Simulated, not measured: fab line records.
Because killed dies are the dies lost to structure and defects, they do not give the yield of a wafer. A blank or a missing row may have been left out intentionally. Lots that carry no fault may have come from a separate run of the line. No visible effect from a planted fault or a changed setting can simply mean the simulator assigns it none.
The same fault as seen by 2 desks | flow sky130 | each desk has only its own numbers; what lay behind them comes last

## TOOL OWNER'S DESK, cvd_w-02
The tool's own readings at SKY_VIA1_CVD_21 (deposits W, target thk 270 nm, time 80.902 s): means of the sampled wafers that have a number, for each lot that ran on this tool. Any lot whose mean is over 4 standard deviations away from the usual mean is out of limits and marked OUT; that distance is given in the brackets.
Columns: A = chamber_pressure_Torr at SKY_VIA1_CVD_21, usual 40.00 Torr; B = heater_power_w at SKY_VIA1_CVD_21, usual 800 W
lot  | first seen here | A                       | B
L182 | day 35 19:55    | 40.03                   | 800
L184 | day 36 15:08    | 40.09                   | 781
L186 | day 37 03:34    | 39.92                   | 784
L187 | day 37 05:46    | 40.00                   | 770
L191 | day 38 08:02    | 53.09 (+99 or more) OUT | 788
L192 | day 39 05:13    | 53.02 (+99 or more) OUT | 776
This desk's finding: out of limits on L191, L192; first on L191, day 38 08:02 (chamber_pressure_Torr at SKY_VIA1_CVD_21). Within limits: L182, L184, L186, L187.

## METROLOGY DESK
Means of the sampled wafers that have a number, per lot and without regard to the tool the lot ran on: this is what the gauges read. Any lot whose mean is over 4 standard deviations away from the usual mean is out of limits and marked OUT; that distance is given in the brackets.
Columns: A = METAL1_ALCU_RS at SKY_METAL1_RS_MEAS_05, usual 0.1264 ohm/sq; B = VIA1_OVL at SKY_VIA1_OVL_MEAS_13, usual -3 nm; C = VIA1_W_RS at SKY_VIA1_RS_MEAS_22, usual 0.425 ohm/sq; D = VIA1_W_THK at SKY_VIA1_THK_MEAS_23, usual 266 nm
lot  | first seen here | A      | B  | C                | D
L179 | day 32 19:06    | 0.1268 | -1 | 0.430            | 264
L180 | day 32 22:30    | 0.1279 | -2 | 0.429            | 264
L182 | day 33 11:28    | 0.1272 | -3 | 0.424            | 269
L184 | day 34 07:59    | 0.1253 | 1  | 0.420            | 265
L186 | day 34 20:36    | 0.1261 | -4 | 0.423            | 267
L187 | day 34 22:38    | 0.1254 | -1 | 0.420            | 266
L191 | day 36 01:34    | 0.1257 | -4 | 0.366 (-7.4) OUT | 305 (+7.4) OUT
L192 | day 36 21:44    | 0.1258 | -7 | 0.362 (-7.8) OUT | 308 (+8.0) OUT
L197 | day 38 23:11    | 0.1283 | -8 | 0.426            | 264
L198 | day 39 05:14    | 0.1270 | -8 | 0.432            | 260
L202 | day 39 17:12    | 0.1269 | -1 | 0.432            | 261
This desk reports L191, L192 out of limits; the earliest was L191 at day 38 08:08 (VIA1_W_RS at SKY_VIA1_RS_MEAS_22). Within limits: L179, L180, L182, L184, L186, L187, L197, L198, L202.

## ALL TOGETHER
An alarm could have come from the tool owner's desk at day 38 08:02, on L191, L192.
L191, L192 would have let the metrology desk raise an alarm at day 38 08:08.
SKY_VIA1_CVD_21 was run on cvd_w-02 by each of the lots named.

## WHAT WAS PUT IN BY THE SIMULATOR
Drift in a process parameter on cvd_w-02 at SKY_VIA1_CVD_21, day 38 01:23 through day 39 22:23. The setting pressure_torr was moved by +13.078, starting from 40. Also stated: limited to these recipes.
Shown lots that were struck: L191, L192.
Time in hours from fault onset to the first out-of-limits reading at each desk: tool owner's desk 7, metrology desk 7.
